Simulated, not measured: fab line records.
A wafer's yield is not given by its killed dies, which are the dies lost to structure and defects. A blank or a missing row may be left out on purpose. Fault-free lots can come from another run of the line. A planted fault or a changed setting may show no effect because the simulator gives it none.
fab line records	flow sfq-line
record: lots: 7	wafers: 21	last-day: 88
route steps=325 shown JJ@193 M5@198 A5B@209 R5@212 I5@228 M8@325
lots that met no fault: from a run of the same line without faults
start-h: hours from the record's opening day to when the first of the lot's shown wafers began	wait-h: how many hours have passed since the lot's step before this one	" repeats the value in the row above	L1.1+2: a single row standing in for several wafers	- either no value or no given start	* or withheld: withheld	< > ~ a bound
route shown NAME@n: names a module that has steps shown in the file, with the first one's number in the route	usual: mean and standard deviation over wafers with no fault	same: alike in all rows	chamber/n: place in a boat	sites: the reading at each site	_std_site: standard deviation of those values	_edge_site: inner sites' mean taken away from outer sites' mean	radius-mm: how far each site lies from the wafer's centre	mask NAME#n: copy n	behind: the most recent tool/chamber to have shaped the wafer	hold: reason for holding the lot/hours on hold/outcome of the hold	device: transistor that didn't switch, given as n, p or np	end of line: the same wafers' tests at the end of the route	a step with no rows: only its recipe	killed: at the first sort, the dies lost to defects and structure; wafer yield is something else	map: the dies of a wafer, with x for killed, . for not killed, _ for no die there
set.NAME: the setting as run; set.NAME@STEP: as run at that earlier step	model.NAME: the simulator's own value behind a step, which no gauge read
lots seen at some steps along the route; tables by step, rows by wafer
services: the hour from which a tool's chamber was out of use, counted from the record's first day as start-h (under 0 if before that day), plus the number of hours and why
== steps ==
step: SFQ_TRILAYER_JJ_CE_BARC_OPEN_RIE_150
recipe: mask-material: PR	chemistry: O2	target-depth-nm: 240	target: BARC	icp-w: 600	bias-w: 80	pressure-mtorr: 10	time-s: 80
usual: bias-w: 79.93/0.27	drypump-motor-current-A: 5.56/0.18	oes-product-au: 0.538/0.0047
same: time-s: 80
lot.wafer	tool	chamber	start-h	wait-h	bias-w	drypump-motor-current-A	oes-product-au	rf-hours-counter-h
L800.3	rie-metal-04	1	1018.33	0.6	80.14	5.55	0.535	-
L800.4	"	0	"	"	79.79	5.53	0.541	-
L800.5	"	1	"	"	80.25	5.58	0.534	-
L803.2	rie-metal-01	1	1025.42	0.8	79.93	5.56	0.537	22
L803.3	"	1	"	"	79.85	5.59	0.538	-
L803.4	"	0	"	"	79.98	5.41	0.541	-
L818.1	rie-metal-03	0	1485.61	1.0	79.65	5.20	0.539	129
L818.3	"	1	"	"	79.84	5.81	0.537	-
L818.5	"	0	"	"	79.65	5.24	0.539	-
L819.3	rie-metal-03	1	1500.17	0.7	79.99	5.81	0.544	-
L819.4	"	1	"	"	79.99	5.81	0.538	-
L819.6	"	1	"	"	80.14	5.82	0.534	-
L820.3	rie-metal-03	1	1504.80	0.7	79.52	5.80	0.534	-
L820.4	"	1	"	"	79.96	5.79	0.529	-
L820.6	"	1	"	"	79.77	5.80	0.541	-
L821.2	rie-metal-03	1	1505.97	0.8	79.76	5.81	0.533	-
L821.4	"	1	"	"	79.74	5.81	0.535	-
L821.5	"	1	"	"	79.36	5.78	0.541	-
L822.2	rie-metal-04	1	1516.77	0.8	80.00	5.52	0.543	-
L822.5	"	1	"	"	79.74	5.56	0.548	-
L822.6	"	1	"	"	79.97	5.55	0.525	-
step: SFQ_TRILAYER_JJ_CE_ETCH_RIE_118
recipe: target: Nb	stop-on: Al2O3	mask-material: PR	taper-deg: 13.257	over-etch-frac: 0.15	time-s: 97.7	chemistry: SF6	target-depth-nm: 170	icp-w: 600	bias-w: 80	pressure-mtorr: 10
step: SFQ_TRILAYER_JJ_ANODIZE_ANODIZE_119
recipe: current-density-ma-cm2: withheld	end-current-density-ma-cm2: withheld	bath-temp-c: withheld
step: SFQ_TRILAYER_JJ_CE_STRIP_STRIP_120
recipe: gas: O2	power-w: 200	platen-temp-c: 40	overash-fraction: 0.65	chemistry: O2	pressure-mtorr: 50
step: SFQ_TRILAYER_JJ_CE_STRIP_SOLV_CLEAN_121
recipe: chemistry: NMP	temp-c: 70	time-s: 600
step: SFQ_TRILAYER_M5_LITHO_COAT_128
recipe: resist: BARC	spin-rpm: 3000	resist-thk-nm: 62
step: SFQ_TRILAYER_M5_LITHO_COAT_123
recipe: resist: KrF	spin-rpm: 3000	resist-thk-nm: 600
step: SFQ_TRILAYER_M5_LITHO_SOFTBAKE_127
recipe: temp-c: withheld	time-s: withheld	resist: KrF
step: SFQ_TRILAYER_M5_LITHO_EXPOSE_124
recipe: mask-id: M5	na: 0.6	source-shape: conventional	sigma-outer: 0.65	target-cd-nm: 700	dose-mj: 14.4
step: SFQ_TRILAYER_M5_LITHO_PEB_126
recipe: peb-temp-c: 115	peb-time-s: 60	resist: KrF
step: SFQ_TRILAYER_M5_LITHO_DEVELOP_125
recipe: time-s: 60	resist: KrF
step: SFQ_M5_OVL_MEAS_932
usual: M5_OVL: -2/4.2
lot.wafer	tool	chamber	start-h	wait-h	M5_OVL[nm]
L800.3	overlay-02	-	1154.02	0.1	-1
L800.4	"	-	"	"	-12
L800.5	"	-	"	"	-6
L803.2	overlay-01	-	1161.01	0.1	-2
L803.3	"	-	"	"	0
L803.4	"	-	"	"	0
L818.1	overlay-01	-	1619.21	0.1	-2
L818.3	"	-	"	"	7
L818.5	"	-	"	"	-4
L819.3	overlay-02	-	1636.80	0.1	2
L819.4	"	-	"	"	-3
L819.6	"	-	"	"	-5
L820.3	overlay-02	-	1646.52	0.1	-4
L820.4	"	-	"	"	-10
L820.6	"	-	"	"	-7
L821.2	overlay-01	-	1647.72	0.1	-10
L821.4	"	-	"	"	-1
L821.5	"	-	"	"	-8
L822.2	overlay-01	-	1656.12	0.1	-8
L822.5	"	-	"	"	-8
L822.6	"	-	"	"	-6
step: SFQ_TRILAYER_M5_BARC_OPEN_METAL_ETCH_161
recipe: mask-material: PR	chemistry: O2	target-depth-nm: 125	target: BARC	icp-w: 600	bias-w: 80	pressure-mtorr: 10	time-s: 41.7
usual: bias-w: 79.95/0.24	chamber-pressure-mTorr: 10.002/0.0082	drypump-motor-current-A: 5.50/0.26	oes-product-au: 0.685/0.005	time-s: 41.7/0
lot.wafer	tool	chamber	start-h	wait-h	bias-w	chamber-pressure-mTorr	drypump-motor-current-A	oes-product-au	rf-hours-counter-h	time-s	model.KrF_of_TRILAYER_M5_LITHO_COAT_123.thk-nm
L800.3	rie-metal-02	1	1154.06	0.0	80.05	10.019	5.81	0.680	-	41.7	524.7
L800.4	"	0	"	"	79.76	9.988	5.23	0.674	-	41.7	525.3
L800.5	"	0	"	"	79.55	10.012	5.24	0.690	-	41.7	524.2
L803.2	rie-metal-01	1	1161.04	0.0	80.51	10.000	5.54	0.690	40	41.7	521.3
L803.3	"	1	"	"	80.25	10.012	5.65	0.697	-	41.7	519.9
L803.4	"	0	"	"	79.71	10.009	5.42	0.696	-	41.7	520.4
L818.1	rie-metal-02	0	1619.25	0.0	-	-	-	-	-	-	575.9
L818.3	"	1	"	"	-	-	-	-	-	-	574.6
L818.5	"	0	"	"	-	-	-	-	-	-	574.2
L819.3	rie-metal-03	1	1636.84	0.0	-	-	-	-	-	-	573.8
L819.4	"	0	"	"	-	-	-	-	-	-	572.8
L819.6	"	1	"	"	-	-	-	-	-	-	572.1
L820.3	rie-metal-01	1	1646.57	0.0	-	-	-	-	-	-	576.4
L820.4	"	0	"	"	-	-	-	-	-	-	576.6
L820.6	"	1	"	"	-	-	-	-	-	-	577.6
L821.2	rie-metal-02	0	1647.75	0.0	80.00	10.008	5.22	0.689	111	41.7	522.2
L821.4	"	0	"	"	80.18	9.998	5.21	0.684	-	41.7	521
L821.5	"	0	"	"	79.78	9.993	5.21	0.688	-	41.7	523.3
L822.2	rie-metal-02	0	1656.15	0.0	80.05	10.005	5.24	0.682	112	41.7	524.2
L822.5	"	1	"	"	79.72	10.016	5.82	0.686	-	41.7	522.8
L822.6	"	0	"	"	79.95	10.011	5.22	0.677	-	41.7	522.8
step: SFQ_TRILAYER_M5_ETCH_METAL_ETCH_126
recipe: target: Nb	stop-on: SiO2	mask-material: PR	over-etch-frac: 0.15	time-s: 203.2	chemistry: Cl2/BCl3	target-depth-nm: 265	icp-w: 600	bias-w: 80	pressure-mtorr: 10
usual: bias-w: 79.98/0.22	chamber-pressure-mTorr: 10.000/0.0089	drypump-motor-current-A: 5.51/0.26	oes-product-au: 0.727/0.0069
same: over-etch-frac: 0.15	time-s: 203.2
lot.wafer	tool	chamber	start-h	wait-h	bias-w	chamber-pressure-mTorr	drypump-motor-current-A	oes-product-au	rf-hours-counter-h	model.KrF_of_TRILAYER_M5_LITHO_COAT_123.thk-nm
L800.3	rie-metal-02	1	1154.17	0.1	80.10	10.000	5.82	0.736	-	370.9
L800.4	"	0	"	"	80.33	10.014	5.19	0.724	-	373.9
L800.5	"	0	"	"	79.99	10.003	5.21	0.726	-	372.3
L803.2	rie-metal-01	1	1161.10	0.0	79.92	10.002	5.60	0.717	40	370.8
L803.3	"	1	"	"	80.13	10.007	5.59	0.734	-	368.1
L803.4	"	0	"	"	79.87	10.005	5.40	0.728	-	367.4
L818.1	rie-metal-02	0	1619.30	0.0	80.21	9.993	5.23	0.380	107	424.7
L818.3	"	1	"	"	80.22	10.000	5.83	0.375	-	421.7
L818.5	"	0	"	"	79.95	9.999	5.23	0.378	-	423.1
L819.3	rie-metal-03	1	1636.94	0.1	80.24	9.994	5.81	0.379	-	420.9
L819.4	"	0	"	"	79.49	10.001	5.19	0.373	-	417.3
L819.6	"	1	"	"	79.77	9.985	5.80	0.384	-	419.9
L820.3	rie-metal-01	1	1646.67	0.1	80.26	9.995	5.62	0.378	-	423
L820.4	"	0	"	"	79.82	10.022	5.43	0.376	-	422.1
L820.6	"	1	"	"	79.95	9.992	5.57	0.377	-	424.8
L821.2	rie-metal-02	0	1647.80	0.0	80.31	9.999	5.20	0.726	111	370.3
L821.4	"	0	"	"	80.01	10.002	5.20	0.737	-	368.5
L821.5	"	0	"	"	79.93	10.005	5.23	0.736	-	372
L822.2	rie-metal-02	0	1656.20	0.0	80.35	10.014	5.21	0.720	113	372.1
L822.5	"	1	"	"	79.77	9.999	5.83	0.713	-	369.5
L822.6	"	0	"	"	79.95	10.007	5.22	0.721	-	370.2
step: SFQ_TRILAYER_M5_STRIP_STRIP_127
recipe: gas: O2	power-w: 200	platen-temp-c: 40	overash-fraction: 0.65	chemistry: O2	pressure-mtorr: 50
step: SFQ_TRILAYER_M5_STRIP_SOLV_CLEAN_128
recipe: chemistry: NMP	temp-c: 70	time-s: 600
step: SFQ_TRILAYER_A5B_DEP_PECVD_129
recipe: material: SiO2	temp-c: 150	time-s: 133.33	pressure-torr: 2.4	rf-w: 183.3	precursor: SiH4/N2O	target-thk-nm: 600
step: SFQ_TRILAYER_A5B_CMP_CMP_130
recipe: stop-on: Nb	down-force-psi: 3	platen-rpm: 60	target-thk-nm: 340.7
usual: motor-current-A: 10.1/0.86	retaining-ring-pressure-frac: 1.001/0.0046	slurry-filter-dp-kPa: 13.51/0.13
lot.wafer	tool	chamber	start-h	wait-h	motor-current-A	retaining-ring-pressure-frac	slurry-filter-dp-kPa
L800.4	cmp-01	0	1174.77	19.6	9.0	0.999	13.63
L800.3	"	2	1175.77	20.6	10.6	0.996	13.47
L800.5	"	1	1177.27	22.1	11.0	1.000	13.39
L803.4	cmp-02	2	1186.10	23.9	9.4	0.999	13.40
L803.3	"	0	1187.10	25.0	10.4	1.009	13.41
L803.2	"	1	"	"	10.1	0.998	13.53
L818.3	cmp-02	1	1620.90	0.6	10.2	0.999	13.43
L818.1	"	2	"	"	9.3	1.003	13.21
L818.5	"	2	1623.40	3.0	9.4	0.998	13.48
L819.4	cmp-01	3	1637.94	0.0	10.4	1.006	13.43
L819.3	"	0	"	"	8.9	0.995	13.49
L819.6	"	0	1640.44	2.5	8.7	1.003	13.64
L820.4	cmp-02	3	1648.84	1.0	12.0	0.991	13.50
L820.3	"	0	"	"	9.4	1.003	13.33
L820.6	"	2	1650.34	2.5	9.3	1.000	13.63
L821.2	cmp-01	0	1649.88	1.0	8.9	1.002	13.23
L821.4	"	1	"	"	10.7	1.003	13.05
L821.5	"	0	1651.88	3.0	9.2	1.001	13.38
L822.2	cmp-02	0	1659.28	2.1	9.8	0.999	13.50
L822.5	"	1	"	"	10.4	0.996	13.57
L822.6	"	2	"	"	9.6	0.999	13.65
step: SFQ_TRILAYER_A5B_METRO_MEASURE_131
usual: thk-nm: 341/5.7
lot.wafer	tool	chamber	start-h	wait-h	thk-nm
L800.3	film-metro-04	-	1178.17	1.9	340
L800.4	"	-	"	"	347
L800.5	"	-	"	"	347
L803.2	film-metro-04	-	1189.30	1.2	348
L803.3	"	-	"	"	345
L803.4	"	-	"	"	342
L818.1	film-metro-04	-	1623.90	2.0	334
L818.3	"	-	"	"	344
L818.5	"	-	"	"	338
L819.3	film-metro-03	-	1641.34	2.4	344
L819.4	"	-	"	"	337
L819.6	"	-	"	"	339
L820.3	film-metro-04	-	1651.24	1.4	344
L820.4	"	-	"	"	341
L820.6	"	-	"	"	339
L821.2	film-metro-02	-	1652.58	2.2	342
L821.4	"	-	"	"	348
L821.5	"	-	"	"	347
L822.2	film-metro-04	-	1660.98	1.2	347
L822.5	"	-	"	"	342
L822.6	"	-	"	"	342
step: SFQ_TRILAYER_R5_DEP_SPUTTER_132
recipe: material: Ti	base-pressure-pa: 1.33e-06	target-thk-nm: 5	power-w: 2000	time-s: 5	chamber-pressure-pa: 0.4
usual: throttle-valve-pct: 29.2/1.2
same: time-s: 5
lot.wafer	tool	chamber	start-h	wait-h	throttle-valve-pct
L800.3	pvd-sputter-04	-	1178.97	0.6	27.5
L800.4	"	-	"	"	28.9
L800.5	"	-	"	"	28.8
L803.2	pvd-sputter-03	-	1190.30	0.8	29.6
L803.3	"	-	"	"	29.5
L803.4	"	-	"	"	32.4
L818.1	pvd-sputter-05	-	1625.10	1.0	29.9
L818.3	"	-	"	"	28.0
L818.5	"	-	"	"	28.2
L819.3	pvd-sputter-03	-	1642.14	0.6	28.4
L819.4	"	-	"	"	29.6
L819.6	"	-	"	"	29.4
L820.3	pvd-sputter-03	-	1652.04	0.6	31.9
L820.4	"	-	"	"	28.8
L820.6	"	-	"	"	32.1
L821.2	pvd-sputter-04	-	1653.58	0.8	27.5
L821.4	"	-	"	"	28.4
L821.5	"	-	"	"	29.9
L822.2	pvd-sputter-05	-	1661.98	0.8	30.6
L822.5	"	-	"	"	30.0
L822.6	"	-	"	"	28.4
step: SFQ_TRILAYER_R5_DEP_SPUTTER_133
recipe: material: MoNx	base-pressure-pa: 1.33e-06	target-thk-nm: 40	power-w: 1000	time-s: 66.7	chamber-pressure-pa: 0.4
step: SFQ_TRILAYER_R5_DEP_SPUTTER_134
recipe: material: Ti	base-pressure-pa: 1.33e-06	target-thk-nm: 5	power-w: 2000	time-s: 5	chamber-pressure-pa: 0.4
step: SFQ_R5_RS_MEAS_933
recipe: thk-meas-gauge: four-point-probe	reads: Ti_of_TRILAYER_R5_DEP_SPUTTER_134+MoNx_of_TRILAYER_R5_DEP_SPUTTER_133+Ti_of_TRILAYER_R5_DEP_SPUTTER_132
usual: R5_MONX_RS: 7.02/0.085
lot.wafer	tool	chamber	start-h	wait-h	R5_MONX_RS[ohm/sq]
L800.3	film-metro-03	-	1179.10	0.0	6.99
L800.4	"	-	"	"	6.99
L800.5	"	-	"	"	7.06
L803.2	film-metro-01	-	1190.41	0.0	6.95
L803.3	"	-	"	"	7.02
L803.4	"	-	"	"	7.03
L818.1	film-metro-03	-	1625.19	0.0	6.96
L818.3	"	-	"	"	6.96
L818.5	"	-	"	"	6.94
L819.3	film-metro-04	-	1642.27	0.0	7.01
L819.4	"	-	"	"	7.00
L819.6	"	-	"	"	7.02
L820.3	film-metro-03	-	1652.17	0.0	6.99
L820.4	"	-	"	"	6.85
L820.6	"	-	"	"	7.00
L821.2	film-metro-01	-	1653.70	0.0	7.07
L821.4	"	-	"	"	6.98
L821.5	"	-	"	"	7.10
L822.2	film-metro-03	-	1662.10	0.0	7.01
L822.5	"	-	"	"	7.04
L822.6	"	-	"	"	7.08
step: SFQ_R5_THK_MEAS_934
recipe: thk-meas-gauge: xrf	reads: MoNx_of_TRILAYER_R5_DEP_SPUTTER_133
usual: R5_MONX_THK: 39.6/0.48
lot.wafer	tool	chamber	start-h	wait-h	R5_MONX_THK[nm]
L800.3	film-metro-03	-	1179.20	0.1	39.9
L800.4	"	-	"	"	40.0
L800.5	"	-	"	"	39.5
L803.2	film-metro-01	-	1190.52	0.1	40.1
L803.3	"	-	"	"	39.7
L803.4	"	-	"	"	39.9
L818.1	film-metro-03	-	1625.31	0.1	39.4
L818.3	"	-	"	"	39.8
L818.5	"	-	"	"	39.8
L819.3	film-metro-04	-	1642.37	0.1	40.0
L819.4	"	-	"	"	39.9
L819.6	"	-	"	"	39.8
L820.3	film-metro-03	-	1652.27	0.1	39.7
L820.4	"	-	"	"	40.6
L820.6	"	-	"	"	40.0
L821.2	film-metro-01	-	1653.81	0.1	39.3
L821.4	"	-	"	"	40.0
L821.5	"	-	"	"	39.8
L822.2	film-metro-03	-	1662.21	0.1	39.2
L822.5	"	-	"	"	39.5
L822.6	"	-	"	"	39.1
step: SFQ_TRILAYER_R5_LITHO_COAT_141
recipe: resist: BARC	spin-rpm: 3000	resist-thk-nm: 62
step: SFQ_TRILAYER_R5_LITHO_COAT_136
recipe: resist: KrF	spin-rpm: 3000	resist-thk-nm: 600
step: SFQ_TRILAYER_R5_LITHO_SOFTBAKE_140
recipe: temp-c: withheld	time-s: withheld	resist: KrF
step: SFQ_TRILAYER_R5_LITHO_EXPOSE_137
recipe: mask-id: R5	na: 0.6	source-shape: conventional	sigma-outer: 0.65	target-cd-nm: 500	dose-mj: 14.4
usual: exposure-dose-mJ-cm2: 14.399/0.015	focus-offset-nm: -0.2/0.55	reticle-temp-C: 23.03/0.1
lot.wafer	tool	chamber	start-h	wait-h	mask	exposure-dose-mJ-cm2	focus-offset-nm	reticle-temp-C
L800.3	krf-scanner-01	0	1309.73	-	R5#0	14.424	-1.1	23.09
L800.4	"	0	"	"	R5#0	14.397	-0.1	23.28
L800.5	"	0	"	"	R5#0	14.403	0.0	23.25
L803.2	krf-scanner-02	0	1325.25	-	R5#0	14.409	-0.5	23.05
L803.3	"	0	"	"	R5#0	14.406	0.5	23.09
L803.4	"	0	"	"	R5#0	14.406	0.0	23.13
L818.1	krf-scanner-01	-	1628.50	-	R5#0	-	-	-
L818.3	"	-	"	"	R5#0	-	-	-
L818.5	"	-	"	"	R5#0	-	-	-
L819.3	krf-scanner-02	-	1643.69	-	R5#0	-	-	-
L819.4	"	-	"	"	R5#0	-	-	-
L819.6	"	-	"	"	R5#0	-	-	-
L820.3	krf-scanner-02	-	1653.46	-	R5#0	-	-	-
L820.4	"	-	"	"	R5#0	-	-	-
L820.6	"	-	"	"	R5#0	-	-	-
L821.2	krf-scanner-02	0	1655.21	-	R5#0	14.387	-0.1	23.04
L821.4	"	0	"	"	R5#0	14.404	0.1	22.94
L821.5	"	0	"	"	R5#0	14.397	-0.4	22.97
L822.2	krf-scanner-02	0	1666.73	-	R5#0	14.403	0.9	22.99
L822.5	"	0	"	"	R5#0	14.403	0.4	22.84
L822.6	"	0	"	"	R5#0	14.404	-0.4	22.88
step: SFQ_TRILAYER_R5_LITHO_PEB_139
recipe: peb-temp-c: 115	peb-time-s: 60	resist: KrF
step: SFQ_TRILAYER_R5_LITHO_DEVELOP_138
recipe: time-s: 60	resist: KrF
step: SFQ_R5_OVL_MEAS_935
usual: R5_OVL: 2/5.6
lot.wafer	tool	chamber	start-h	wait-h	R5_OVL[nm]
L800.3	overlay-02	-	1310.84	0.1	7
L800.4	"	-	"	"	-2
L800.5	"	-	"	"	0
L803.2	overlay-02	-	1326.56	0.1	-7
L803.3	"	-	"	"	-4
L803.4	"	-	"	"	-2
L818.1	overlay-01	-	1630.00	0.1	-
L818.3	"	-	"	"	-
L818.5	"	-	"	"	-
L819.3	overlay-02	-	1644.80	0.1	-
L819.4	"	-	"	"	-
L819.6	"	-	"	"	-
L820.3	overlay-01	-	1654.57	0.1	-
L820.4	"	-	"	"	-
L820.6	"	-	"	"	-
L821.2	overlay-02	-	1656.52	0.1	1
L821.4	"	-	"	"	5
L821.5	"	-	"	"	7
L822.2	overlay-02	-	1668.04	0.1	9
L822.5	"	-	"	"	4
L822.6	"	-	"	"	14
step: SFQ_TRILAYER_R5_BARC_OPEN_METAL_ETCH_177
recipe: mask-material: PR	chemistry: O2	target-depth-nm: 125	target: BARC	icp-w: 600	bias-w: 80	pressure-mtorr: 10	time-s: 41.7
usual: bias-w: 79.97/0.25	chamber-pressure-mTorr: 9.999/0.0089	drypump-motor-current-A: 5.52/0.21	oes-product-au: 0.685/0.0044
same: time-s: 41.7
lot.wafer	tool	chamber	start-h	wait-h	bias-w	chamber-pressure-mTorr	drypump-motor-current-A	oes-product-au	rf-hours-counter-h
L800.3	rie-metal-02	0	1310.88	0.0	80.56	10.015	5.21	0.686	-
L800.4	"	1	"	"	79.75	10.009	5.84	0.691	-
L800.5	"	0	"	"	79.84	9.997	5.19	0.684	-
L803.2	rie-metal-02	1	1326.59	0.0	80.15	10.006	5.81	0.688	54
L803.3	"	1	"	"	79.83	9.999	5.80	0.688	-
L803.4	"	0	"	"	80.03	9.994	5.22	0.683	-
L818.1	rie-metal-01	0	1630.03	0.0	79.27	10.010	5.39	0.691	12
L818.3	"	0	"	"	79.37	10.013	5.41	0.686	-
L818.5	"	1	"	"	80.09	10.003	5.57	0.691	-
L819.3	rie-metal-04	1	1644.84	0.0	80.28	10.011	5.55	0.691	-
L819.4	"	0	"	"	79.94	9.995	5.59	0.683	-
L819.6	"	1	"	"	79.96	9.994	5.54	0.682	-
L820.3	rie-metal-01	0	1654.62	0.0	80.22	10.000	5.42	0.688	-
L820.4	"	1	"	"	79.72	10.005	5.57	0.680	-
L820.6	"	1	"	"	80.06	9.999	5.60	0.684	-
L821.2	rie-metal-01	0	1656.55	0.0	79.96	9.999	5.39	0.690	15
L821.4	"	1	"	"	80.04	10.013	5.59	0.681	-
L821.5	"	1	"	"	79.76	9.988	5.58	0.683	-
L822.2	rie-metal-02	1	1668.07	0.0	80.15	10.001	5.82	0.687	97
L822.5	"	1	"	"	79.79	9.993	5.81	0.685	-
L822.6	"	0	"	"	79.92	9.995	5.19	0.682	-
step: SFQ_TRILAYER_R5_ETCH_METAL_ETCH_139
recipe: stop-on: SiO2	mask-material: PR	chemistry: Cl2	target-depth-nm: 60	icp-w: 600	bias-w: 80	pressure-mtorr: 10	time-s: 40
step: SFQ_TRILAYER_R5_STRIP_STRIP_140
recipe: gas: O2	power-w: 200	platen-temp-c: 40	overash-fraction: 0.65	chemistry: O2	pressure-mtorr: 50
step: SFQ_TRILAYER_R5_STRIP_SOLV_CLEAN_141
recipe: chemistry: NMP	temp-c: 70	time-s: 600
step: SFQ_TRILAYER_A5C_DEP_PECVD_142
recipe: material: SiO2	temp-c: 150	time-s: 15.556	pressure-torr: 2.4	rf-w: 183.3	precursor: SiH4/N2O	target-thk-nm: 70
step: SFQ_TRILAYER_I5_LITHO_COAT_149
recipe: resist: BARC	spin-rpm: 3000	resist-thk-nm: 62
step: SFQ_TRILAYER_I5_LITHO_COAT_144
recipe: resist: KrF	spin-rpm: 3000	resist-thk-nm: 650
step: SFQ_TRILAYER_I5_LITHO_SOFTBAKE_148
recipe: temp-c: withheld	time-s: withheld	resist: KrF
step: SFQ_TRILAYER_I5_LITHO_PEB_147
recipe: peb-temp-c: 115	peb-time-s: 60	resist: KrF
step: SFQ_TRILAYER_I5_LITHO_DEVELOP_146
recipe: time-s: 60	resist: KrF
step: SFQ_TRILAYER_I5_ETCH_VIA_ETCH_147
recipe: stop-on: Nb	mask-material: PR	chemistry: CHF3	target-depth-nm: 360	source-w: 500	bias-w: 80	pressure-mtorr: 30	time-s: withheld
usual: bias-w: 80.01/0.24	chamber-pressure-mTorr: 30.002/0.029	drypump-motor-current-A: 5.7/0.5	oes-product-au: 0.991/0.0059
lot.wafer	tool	chamber	start-h	wait-h	bias-w	chamber-pressure-mTorr	drypump-motor-current-A	oes-product-au	model.I5.cd-nm
L800.3	rie-diel-01	2	1314.13	0.0	80.04	29.968	5.8	0.996	696.8
L800.4	"	3	"	"	80.20	29.986	5.8	0.996	694.4
L800.5	"	0	"	"	80.14	30.069	6.0	0.995	698.4
L803.2	rie-diel-03	1	1330.03	0.0	80.06	30.022	6.3	0.991	696.3
L803.3	"	0	"	"	80.09	30.041	4.9	0.992	698.1
L803.4	"	2	"	"	80.22	29.998	5.0	0.995	698.4
L818.1	rie-diel-02	1	1757.42	0.0	79.37	29.953	6.2	0.375	5.747
L818.3	"	2	"	"	79.89	30.006	6.0	0.376	-
L818.5	"	1	"	"	79.60	29.960	6.3	0.371	4.597
L819.3	rie-diel-01	1	1769.42	0.0	80.28	30.010	4.8	0.377	-
L819.4	"	0	"	"	80.21	30.052	6.0	0.368	-
L819.6	"	0	"	"	80.04	30.046	6.0	0.368	-
L820.3	rie-diel-03	0	1779.02	0.0	80.34	30.028	4.9	0.378	-
L820.4	"	2	"	"	79.72	29.993	5.0	0.375	-
L820.6	"	3	"	"	79.93	29.989	6.0	0.378	-
L821.2	rie-diel-01	1	1780.22	0.0	79.94	30.023	4.8	0.987	696.7
L821.4	"	3	"	"	79.68	29.961	5.8	0.994	699
L821.5	"	0	"	"	79.84	30.020	6.0	0.999	698.2
L822.2	rie-diel-01	3	1789.82	0.0	80.07	30.029	5.8	0.993	697.8
L822.5	"	2	"	"	79.82	29.981	5.8	0.993	698.6
L822.6	"	1	"	"	80.11	29.971	4.8	0.983	697.9
step: SFQ_M8_BOW_MEAS_951
recipe: mode: bow
usual: M8_BOW: 4/9.9
lot.wafer	tool	chamber	start-h	wait-h	M8_BOW[um]	model.etest.r5.comb-log10-ohm	model.etest.m5.comb-log10-ohm	model.etest.jj.g-times
L800.3	film-metro-03	-	1956.08	0.0	18	12	12	1.001
L800.4	"	-	"	"	17	12	12	0.9981
L800.5	"	-	"	"	14	12	12	0.9982
L803.2	film-metro-01	-	1980.14	0.0	-9	12	12	1.004
L803.3	"	-	"	"	5	12	12	0.9991
L803.4	"	-	"	"	14	12	12	0.999
L818.1	film-metro-02	-	2070.43	0.0	-7	0	0	0
L818.3	"	-	"	"	-6	0	0	0
L818.5	"	-	"	"	2	0	0	0
L819.3	film-metro-02	-	2072.87	0.0	-15	0	0	0
L819.4	"	-	"	"	3	0	0	0
L819.6	"	-	"	"	-5	0	0	0
L820.3	film-metro-01	-	2109.79	0.0	16	0	0	0
L820.4	"	-	"	"	-7	0	0	0
L820.6	"	-	"	"	-1	0	0	0
L821.2	film-metro-03	-	2120.57	0.0	8	12	12	0.9883
L821.4	"	-	"	"	-3	12	12	0.9903
L821.5	"	-	"	"	11	12	12	0.9942
L822.2	film-metro-03	-	2121.77	0.0	-12	12	12	1.005
L822.5	"	-	"	"	4	12	12	1.008
L822.6	"	-	"	"	-6	12	12	1.002
== services ==
tool	chamber	start-h	hours	kind
rie-metal-02	-	999.87	0.5	repair
rie-metal-03	0	1004.55	1.2	repair
krf-scanner-02	-	1008.36	7.2	pm
film-metro-04	-	1032.69	5.8	pm
film-metro-04	-	1038.52	0.9	pm
krf-scanner-02	-	1040.34	1.6	repair
krf-scanner-02	-	1063.46	0.3	repair
rie-metal-02	1	1075.55	18.5	repair
krf-scanner-02	-	1094.86	4.0	pm
rie-metal-02	-	1104.99	5.5	repair
krf-scanner-02	-	1111.61	1.3	pm
film-metro-04	-	1119.73	1.4	repair
film-metro-04	-	1123.59	0.7	pm
rie-metal-01	1	1183.37	1.2	repair
rie-metal-02	-	1298.99	0.2	repair
rie-metal-02	0	1361.22	2.4	repair
rie-metal-02	1	1387.53	2.1	repair
rie-metal-01	1	1464.32	3.7	repair
rie-metal-02	0	1476.11	10.8	repair
rie-metal-03	-	1493.70	1.4	pm
rie-metal-02	-	1576.83	2.8	pm
rie-metal-03	-	1598.56	2.8	pm
rie-metal-01	-	1709.91	10.0	pm
rie-metal-03	1	1743.42	15.8	repair
== key ==
first-sign: step: SFQ_TRILAYER_M5_BARC_OPEN_METAL_ETCH_161	reading: tool-record	direction: missing
effect: step: SFQ_TRILAYER_M5_ETCH_METAL_ETCH_126	reading: oes-product-au	direction: down	sigmas: 51	usual: 0.727	struck: 0.378
effect: step: SFQ_TRILAYER_R5_LITHO_EXPOSE_137	reading: tool-record	direction: missing
effect: step: SFQ_R5_OVL_MEAS_935	reading: R5_OVL	direction: missing
effect: step: SFQ_TRILAYER_I5_ETCH_VIA_ETCH_147	reading: oes-product-au	direction: down	sigmas: 99+	usual: 0.991	struck: 0.374
model-effect: step: SFQ_TRILAYER_M5_BARC_OPEN_METAL_ETCH_161	value: KrF_of_TRILAYER_M5_LITHO_COAT_123.thk-nm	without: 523.5	struck: 574.9
model-effect: step: SFQ_TRILAYER_M5_ETCH_METAL_ETCH_126	value: KrF_of_TRILAYER_M5_LITHO_COAT_123.thk-nm	without: 370.6	struck: 421.9
model-effect: step: SFQ_TRILAYER_I5_ETCH_VIA_ETCH_147	value: I5.cd-nm	without: 706	struck: 5.172
model-effect: step: SFQ_M8_BOW_MEAS_951	value: etest.r5.comb-log10-ohm	without: 12	struck: 0
met-at SFQ_TRILAYER_M5_BARC_OPEN_METAL_ETCH_161
struck-wafers L818.1,L818.3,L818.5,L819.3,L819.4,L819.6,L820.3,L820.4,L820.6
onset-between 1161.04 1619.25
fault: kind: skipped-step-whole	tool: rie-metal-01,rie-metal-02,rie-metal-03	chamber: -	onset-h: 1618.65	steps: SFQ_TRILAYER_M5_BARC_OPEN_METAL_ETCH_161	scope: struck-lots-only
